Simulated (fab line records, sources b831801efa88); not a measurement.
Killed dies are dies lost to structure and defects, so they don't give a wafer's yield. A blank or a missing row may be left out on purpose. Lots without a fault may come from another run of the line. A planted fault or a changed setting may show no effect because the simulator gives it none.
fab line records | flow sky130
record lots=12 wafers=36 last_day=50
route steps=708 shown RES_PROTECT@214 METAL4@629 METAL5@666 PAD_OPEN@708
lots that met no fault: from a run of the same line without faults
start_h: hours from the record's first day to the start of the lot's first wafer shown | wait_h: hours since the lot's step before | " the same as in the row above | L1.1+2: a row that stands for several wafers | - no value, or no start given | * or withheld: withheld | < > ~ a bound
route shown NAME@n: a module of which the file shows steps, and the number in the route of the first | usual: mean/standard deviation of fault-free wafers | same: alike in all rows | chamber/n: place in a boat | sites: the reading at each site | _std_site: their standard deviation | _edge_site: outer sites' mean less inner sites' | radius_mm: how far each site lies from the wafer's centre | mask NAME#n: copy n | behind: the tool/chamber that last shaped the wafer | hold: why the lot was held/for how many hours/how that ended | device: the transistor (n, p or np) that didn't switch | end of line: the same wafers' tests at the end of the route | a step without rows: its recipe alone | killed: dies lost to structure and defects at the first sort, not the wafer's yield | map: a wafer's dies, x killed, . not, _ none there
set.NAME: the setting as run; set.NAME@STEP: as run at that earlier step | model.NAME: the simulator's own value behind a step, which no gauge read
steps of the route over a sample of lots; a table a step, a row a wafer
services: from which hour (start_h, from the record's first day; less than 0 if before it) a tool's chamber was out of use, for how many hours, and why
## steps
# step SKY_RES_PROTECT_STRIP_07
# recipe chemistry=O2/N2 power_w=1400 pressure_mtorr=1500 platen_temp_c=withheld o2_flow_sccm=3000 n2_flow_sccm=300 overash_fraction=0.5
# usual drypump_motor_current_A=5.73/0.24 n2_flow_sccm=300.1/0.93 oes_product_au=0.518/0.0047 strip_time_to_endpoint_s=23.31/0.045
# columns lot.wafer tool chamber start_h wait_h drypump_motor_current_A n2_flow_sccm oes_product_au rf_hours_counter_h strip_time_to_endpoint_s
L348.1 plasma_asher-02 1 365.04 0.1 5.94 299.0 0.516 68 23.32
L348.3 " 0 " " 5.70 299.9 0.516 - 23.30
L348.6 " 0 " " 5.68 302.2 0.515 - 23.30
L351.1 plasma_asher-04 1 401.79 0.1 5.82 301.1 0.517 68 23.33
L351.2 " 0 " " 5.91 299.1 0.519 68 23.33
L351.6 " 0 " " 5.93 301.2 0.517 - 23.30
L353.1 plasma_asher-02 0 419.24 0.1 5.70 299.7 0.515 73 23.28
L353.3 " 0 " " 5.70 302.1 0.515 - 23.32
L353.5 " 0 " " 5.69 300.5 0.520 - 23.27
L354.1 plasma_asher-02 1 419.54 0.1 5.92 300.1 0.521 73 23.33
L354.4 " 0 " " 5.69 300.5 0.519 - 23.34
L354.5 " 0 " " 5.70 301.2 0.517 - 23.34
L356.1 plasma_asher-03 0 435.94 0.1 5.32 297.8 0.513 64 23.28
L356.3 " 1 " " 5.26 299.6 0.524 - 23.25
L356.5 " 1 " " 5.27 300.9 0.518 - 23.22
L357.1 plasma_asher-04 1 439.99 0.1 5.84 300.3 0.514 1 23.39
L357.4 " 0 " " 5.90 299.8 0.521 - 23.40
L357.6 " 1 " " 5.89 300.3 0.516 - 23.40
L358.3 plasma_asher-02 0 452.77 0.1 5.70 300.8 0.519 - 23.31
L358.4 " 1 " " 5.96 301.0 0.527 - 23.28
L358.6 " 1 " " 5.96 299.2 0.511 - 23.29
L359.4 plasma_asher-02 0 460.37 0.1 5.71 300.2 0.517 - 23.28
L359.5 " 0 " " 5.69 300.5 0.516 - 23.34
L359.6 " 1 " " 5.90 300.1 0.520 - 23.35
L362.3 plasma_asher-04 0 476.50 0.1 5.93 301.5 0.516 - 23.32
L362.4 " 1 " " 5.86 300.5 0.524 - 23.35
L362.6 " 1 " " 5.84 299.1 0.513 - 23.32
L366.1 plasma_asher-03 1 510.44 0.1 5.25 300.1 0.525 70 23.36
L366.2 " 0 " " 5.32 298.5 0.514 70 23.32
L366.4 " 0 " " 5.31 300.1 0.516 - 23.31
L368.3 plasma_asher-02 0 521.62 0.1 5.67 300.2 0.521 - 23.23
L368.4 " 1 " " 5.93 300.3 0.510 - 23.22
L368.5 " 1 " " 5.93 301.1 0.520 - 23.22
L369.1 plasma_asher-02 0 524.74 0.1 5.69 300.7 0.518 84 23.31
L369.2 " 1 " " 5.93 300.5 0.519 84 23.35
L369.4 " 1 " " 5.94 298.2 0.514 - 23.38
# step SKY_METAL4_CD_MEAS_13
# recipe target_cd_nm=300
# usual cd_nm=299.8/1.3
# columns lot.wafer tool chamber start_h wait_h cd_nm
L348.1 cd_sem-01 - 1010.99 - 298.5
L348.3 " - " " 299.8
L348.6 " - " " 300.2
L351.1 cd_sem-01 - 1039.64 - 300.8
L351.2 " - " " 301.2
L351.6 " - " " 301.6
L353.1 cd_sem-02 - 1049.19 - 299.4
L353.3 " - " " 299.4
L353.5 " - " " 298.3
L354.1 cd_sem-01 - 1050.54 - 300.3
L354.4 " - " " 301.1
L354.5 " - " " 300.4
L356.1 cd_sem-02 - 1066.24 - 298.2
L356.3 " - " " 298.3
L356.5 " - " " 298.4
L357.1 cd_sem-02 - 1070.69 - 299.7
L357.4 " - " " 298.7
L357.6 " - " " 300.3
L358.3 cd_sem-02 - 1073.88 - 296.8
L358.4 " - " " 297.7
L358.6 " - " " 298.3
L359.4 cd_sem-01 - 1083.05 - 298.5
L359.5 " - " " 298.2
L359.6 " - " " 298.4
L362.3 cd_sem-02 - 1093.08 - 298.2
L362.4 " - " " 297.6
L362.6 " - " " 297.5
L366.1 cd_sem-01 - 1116.69 - 300.6
L366.2 " - " " 299.8
L366.4 " - " " 299.6
L368.3 cd_sem-01 - 1121.98 - 300.1
L368.4 " - " " 298.2
L368.5 " - " " 299.5
L369.1 cd_sem-02 - 1131.49 - 299.8
L369.2 " - " " 297.4
L369.4 " - " " 298.1
# step SKY_METAL5_RS_MEAS_05
# recipe thk_meas_gauge=four-point-probe reads=TiN_of_METAL5_SPUTTER_04+Ti_of_METAL5_SPUTTER_03+AlCu_of_METAL5_SPUTTER_02+TiN_of_METAL5_SPUTTER_01+Ti_of_METAL5_SPUTTER_00
# usual METAL5_ALCU_RS=0.02705/0.00028
# columns lot.wafer tool chamber start_h wait_h METAL5_ALCU_RS[ohm/sq]
L348.1 film_metro-04 - 1037.79 0.0 0.02723
L348.3 " - " " 0.02707
L348.6 " - " " 0.02715
L351.1 film_metro-03 - 1064.76 0.0 0.02713
L351.2 " - " " 0.02731
L351.6 " - " " 0.02711
L353.1 film_metro-04 - 1075.08 0.0 0.02672
L353.3 " - " " 0.02678
L353.5 " - " " 0.02691
L354.1 film_metro-01 - 1076.53 0.0 0.02698
L354.4 " - " " 0.0268
L354.5 " - " " 0.02679
L356.1 film_metro-01 - 1091.76 0.0 0.02717
L356.3 " - " " 0.02704
L356.5 " - " " 0.02738
L357.1 film_metro-04 - 1096.05 0.0 0.02703
L357.4 " - " " 0.02743
L357.6 " - " " 0.02742
L358.3 film_metro-03 - 1098.60 0.1 0.02668
L358.4 " - " " 0.02685
L358.6 " - " " 0.02665
L359.4 film_metro-01 - 1107.66 0.1 0.0269
L359.5 " - " " 0.02685
L359.6 " - " " 0.02686
L362.3 film_metro-01 - 1117.29 0.1 0.02679
L362.4 " - " " 0.02703
L362.6 " - " " 0.02678
L366.1 film_metro-04 - 1139.71 0.0 0.02725
L366.2 " - " " 0.02696
L366.4 " - " " 0.027
L368.3 film_metro-03 - 1145.32 0.1 0.02763
L368.4 " - " " 0.02755
L368.5 " - " " 0.02764
L369.1 film_metro-03 - 1153.99 0.0 0.02723
L369.2 " - " " 0.02706
L369.4 " - " " 0.02668
# step SKY_METAL5_DESCUM_14
# recipe chemistry=O2 source_power_w=150 bias_power_w=0 pressure_mtorr=10 temp_c=40 time_s=11
# usual drypump_motor_current_A=5.9/0.57 he_backside_leak_sccm=3.33/0.22 oes_product_au=1.004/0.0095
# same bias_power_w=0
# columns lot.wafer tool chamber start_h wait_h drypump_motor_current_A he_backside_leak_sccm oes_product_au rf_hours_counter_h
L348.1 rie_metal-02 0 1060.39 0.1 5.9 3.51 1.006 19
L348.3 " 1 " " 6.3 3.53 0.997 -
L348.6 " 1 " " 6.2 3.40 1.004 -
L351.1 rie_metal-02 0 1086.44 0.1 5.9 3.31 1.007 21
L351.2 " 1 " " 6.3 3.49 1.000 23
L351.6 " 1 " " 6.3 3.65 1.008 -
L353.1 rie_metal-04 0 1096.89 0.1 5.6 3.27 0.989 19
L353.3 " 1 " " 6.5 3.24 0.993 -
L353.5 " 1 " " 6.5 3.37 0.991 -
L354.1 rie_metal-02 1 1098.14 0.1 6.2 3.53 1.004 25
L354.4 " 0 " " 5.9 3.49 1.014 -
L354.5 " 1 " " 6.2 3.46 1.013 -
L356.1 rie_metal-01 0 1113.04 0.1 6.4 3.24 1.015 2
L356.3 " 1 " " 4.8 3.08 1.011 -
L356.5 " 1 " " 4.8 3.10 0.998 -
L357.1 rie_metal-02 0 1116.34 0.1 5.9 3.32 1.029 24
L357.4 " 0 " " 5.9 3.26 1.010 -
L357.6 " 0 " " 5.9 3.23 1.012 -
L358.3 rie_metal-02 0 1119.76 0.1 5.9 3.71 1.012 -
L358.4 " 0 " " 5.9 3.55 1.007 -
L358.6 " 0 " " 5.9 3.36 1.002 -
L359.4 rie_metal-04 1 1127.63 0.1 6.5 3.31 0.986 -
L359.5 " 0 " " 5.6 3.17 0.982 -
L359.6 " 1 " " 6.5 3.29 0.988 -
L362.3 rie_metal-02 1 1137.05 0.1 6.3 3.57 1.014 -
L362.4 " 0 " " 5.9 3.45 1.008 -
L362.6 " 0 " " 5.9 3.39 1.011 -
L366.1 rie_metal-04 0 1159.34 0.1 5.6 3.21 0.999 24
L366.2 " 1 " " 6.5 3.32 1.006 20
L366.4 " 1 " " 6.5 3.42 0.998 -
L368.3 rie_metal-04 1 1164.18 0.1 6.5 3.41 0.989 -
L368.4 " 0 " " 5.6 3.22 0.989 -
L368.5 " 0 " " 5.6 3.15 0.991 -
L369.1 rie_metal-01 0 1172.44 0.1 6.4 3.65 1.004 7
L369.2 " 1 " " 4.8 3.19 1.007 29
L369.4 " 1 " " 4.8 3.22 1.007 -
# step SKY_PAD_OPEN_PROBE_99
# usual killed_at_M0_to_M3=42/6.7 killed_at_M4_up=3.0/1.9 killed_at_contacts=24/5.3 killed_at_front_end=16/4.3 killed_at_other=0.4/0.71 killed_dies=85/9.6 killed_open=46/6.5 killed_short=39/6.7
# same gross_dies=492 killed_at_back_side=0
# columns lot.wafer tool chamber start_h wait_h killed_at_M0_to_M3 killed_at_M4_up killed_at_contacts killed_at_front_end killed_at_other killed_dies killed_open killed_short
L368.3 prober-01 - 1202.36 0.2 38 1 16 10 52 117 37 29
L368.4 prober-01 - 1202.41 0.2 45 7 18 14 52 136 49 35
L368.5 prober-01 - 1202.46 0.2 34 5 24 11 43 117 38 36
L369.1 prober-02 - 1208.72 0.1 35 0 18 16 53 122 35 34
L369.2 prober-02 - 1208.77 0.1 32 1 14 14 54 115 39 22
L369.4 prober-02 - 1208.87 0.2 34 3 20 12 49 118 43 27
# killed by level:class
L368.3 RES_PROTECT:unspecified=51 VIA1:geometric_particle:open=8 VIA3:geometric_particle:open=8 VIA2:geometric_particle:open=7 FIELD_ISO:geometric_particle:short=6 CONTACT:geometric_particle:open=6 VIA1:geometric_particle:short=4 LI_CONTACT:geometric_particle:short=3
L368.4 RES_PROTECT:unspecified=52 VIA3:geometric_particle:open=10 VIA1:geometric_particle:open=9 CONTACT:geometric_particle:open=8 VIA3:geometric_particle:short=7 METAL3:geometric_particle:short=6 SPACER:geometric_particle:short=4 VIA2:geometric_particle:open=4
L368.5 RES_PROTECT:unspecified=43 VIA1:geometric_particle:open=11 CONTACT:geometric_particle:open=8 LI_CONTACT:geometric_particle:short=7 METAL1:geometric_particle:short=5 VIA2:geometric_particle:short=4 VIA2:geometric_particle:open=3 CONTACT:geometric_particle:short=3
L369.1 RES_PROTECT:unspecified=53 VIA1:geometric_particle:open=9 FIELD_ISO:geometric_particle:short=7 VIA2:geometric_particle:open=7 CONTACT:geometric_particle:open=5 LI_CONTACT:geometric_particle:short=4 LOCAL_INTERCONNECT:geometric_particle:short=4 VIA1:geometric_particle:short=4
L369.2 RES_PROTECT:unspecified=54 VIA1:geometric_particle:open=8 LI_CONTACT:geometric_particle:open=6 VIA1:geometric_particle:short=6 FIELD_ISO:geometric_particle:open=4 VIA2:geometric_particle:open=3 POLY_GATE:geometric_particle:short=3 POLY_GATE:geometric_particle:open=3
L369.4 RES_PROTECT:unspecified=48 CONTACT:geometric_particle:open=9 VIA3:geometric_particle:open=7 LI_CONTACT:geometric_particle:open=5 METAL1:geometric_particle:short=5 FIELD_ISO:geometric_particle:open=4 METAL1:geometric_particle:open=4 VIA1:geometric_particle:open=4
## services
# columns tool chamber start_h hours kind
rie_metal-02 - 407.68 0.2 repair
plasma_asher-04 - 421.25 9.0 pm
rie_metal-02 1 489.90 13.0 repair
plasma_asher-02 - 545.50 14.6 pm
plasma_asher-04 - 578.01 1.6 repair
rie_metal-04 - 588.37 14.6 pm
rie_metal-04 - 611.28 0.9 repair
plasma_asher-04 - 657.61 13.8 repair
plasma_asher-02 - 698.95 0.7 repair
rie_metal-02 - 730.12 2.3 repair
plasma_asher-02 - 733.75 9.0 pm
rie_metal-04 - 736.87 2.8 pm
rie_metal-02 - 740.96 10.0 pm
rie_metal-02 - 752.29 0.4 repair
rie_metal-04 0 786.21 15.9 repair
rie_metal-04 0 824.26 3.5 repair
plasma_asher-04 - 824.86 14.6 pm
rie_metal-02 - 836.66 1.1 repair
rie_metal-04 - 841.41 6.6 repair
rie_metal-04 - 1028.64 1.4 pm
rie_metal-02 - 1028.82 2.8 pm
plasma_asher-02 - 1066.41 0.5 repair
plasma_asher-02 - 1135.52 2.8 pm
plasma_asher-02 - 1143.79 2.4 repair
## key
first_sign step=SKY_PAD_OPEN_PROBE_99 reading=killed_at_other direction=up sigmas=50 usual=0.4 struck=50.5
effect step=SKY_PAD_OPEN_PROBE_99 reading=killed_dies direction=up sigmas=3.7 usual=85 struck=121
met_at SKY_RES_PROTECT_STRIP_07
struck_lots L368,L369
tester_left_out L368,L369
not_acting_at SKY_METAL4_CD_MEAS_13,SKY_METAL5_RS_MEAS_05,SKY_METAL5_DESCUM_14
onset_between 460.37 521.62
also_fits time
fault kind=chamber_particle_source tool=plasma_asher-02 chamber=- onset_h=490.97 steps=SKY_RES_PROTECT_STRIP_07 rate_per_visit_cm2=0.71658 end_h=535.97
# tester_left_out: of these lots the tester's yield and bins aren't shown, on N5 and GAA mostly nor the transistor test; their killed dies are dies lost to structure and defects alone, not to doping, threshold or leakage, so they don't give the yield
